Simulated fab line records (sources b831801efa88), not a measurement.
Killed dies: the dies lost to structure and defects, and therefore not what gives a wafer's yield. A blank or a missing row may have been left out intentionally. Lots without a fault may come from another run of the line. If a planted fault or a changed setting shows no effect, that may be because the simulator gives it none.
Struck lot and sound lot, side by side + flow sky130 + 15 out of 708 route steps
Sound: wafers L409.2, L409.4, L409.5. Wafers struck: L401.1, L401.2, L401.6. The cause is named last.
Each step with rows lists, per side, the tool, then ch with its chambers, then its first start. Under that, the readings that differ: sound wafers + struck wafers + difference of the means + sigmas: that difference in standard deviations of wafers without a fault.
alike: same words and numbers on both sides, and readings whose means sit less than 2 such deviations apart. not compared: any withheld reading, any reading some wafer has no value for, any bound like >300 that may hide the same value, and any number with overlapping values for which the record gives no deviation.
The two part at a step that has a row with sigmas, a row that says differs or no value, or rows on one side only. Non-overlapping numbers with no deviation appear without sigmas and do not part them. A reading that every wafer of one side lacks parts them only if that side has two wafers or more.

SKY_VIA1_BOW_MEAS_03:
  struck on filmMetro-04, day 34 19:32; sound on filmMetro-01, day 37 10:01
  alike: VIA1_BOW
then, 8 steps without rows for these wafers: SKY_VIA1_DEHYDRATE_04 (time 60 s); SKY_VIA1_HMDS_05 (prime time 60 s); SKY_VIA1_COAT_06 (resist thk 60 nm); SKY_VIA1_COAT_07 (resist thk 450 nm); SKY_VIA1_SOFTBAKE_08 (time 90 s); SKY_VIA1_EXPOSE_09 (exposes mask VIM, target cd 150 nm); SKY_VIA1_PEB_10; SKY_VIA1_DEVELOP_11 (develop time 60 s).
SKY_VIA1_CD_MEAS_12 targets a cd of 150 nm.
  struck on cdSem-02, day 35 21:33; sound on cdSem-01, day 38 11:26
  alike: cdNm
SKY_VIA1_OVL_MEAS_13:
  struck on overlay-02, day 35 21:40; sound on overlay-02, day 38 11:32
  alike: VIA1_OVL
SKY_VIA1_ETCH_14: etches BARC in N2/H2, stops on SiO2, time 45.9 s, target depth 60 nm.
  sound on rieDiel-01 ch 0,2,3, day 38 11:34; struck on rieDiel-04 ch 0,1,3, day 35 21:42
  alike: biasW, chamberPressureMTorr, drypumpMotorCurrentA, h2FlowSccm, oesProductAu, throttleValvePct
  not compared: rfHoursCounterH
SKY_VIA1_ETCH_15: etches SiO2 in C4F8/O2/Ar, stops on TiN, target depth 351 nm, time 54 s.
  sound on rieDiel-01 ch 0,2,3, day 38 11:37; struck on rieDiel-04 ch 0,1,3, day 35 21:45
  no value came back on the struck wafers for biasW (W), chamberPressureMTorr (mTorr), oesProductAu (a.u.); on the sound wafers biasW (W) reads 1201 1202 1203
| reading                                    | sound             | struck            | difference | sigmas |
|--------------------------------------------|-------------------|-------------------|------------|--------|
| model.KrF-thick_of_VIA1_COAT_07.thkNm (nm) | 323.8 322.5 320.3 | 395.5 391.4 393.6 | +71.3      |        |
  not compared: rfHoursCounterH
SKY_VIA1_STRIP_16: strips in O2/N2.
  sound on plasmaAsher-04 ch 0,1, day 38 11:40; struck on plasmaAsher-04 ch 0,1, day 35 21:47
| reading                  | sound             | struck            | difference | sigmas |
|--------------------------|-------------------|-------------------|------------|--------|
| oesProductAu (a.u.)      | 0.423 0.415 0.416 | 0.448 0.441 0.449 | +0.028     | +6     |
| stripTimeToEndpointS (s) | 4.456 4.444 4.451 | 5.233 5.175 5.214 | +0.757     | +36    |
  alike: chamberPressureMTorr, drypumpMotorCurrentA
  not compared: rfHoursCounterH
then, 1 step without rows for these wafers: SKY_VIA1_STRIP_17 (strips in post etch residue remover, time 1200 s).

## WHERE THEY PART
First at SKY_VIA1_ETCH_15; last, within this record, at SKY_VIA1_STRIP_16.

WHY: the cause the simulator had injected
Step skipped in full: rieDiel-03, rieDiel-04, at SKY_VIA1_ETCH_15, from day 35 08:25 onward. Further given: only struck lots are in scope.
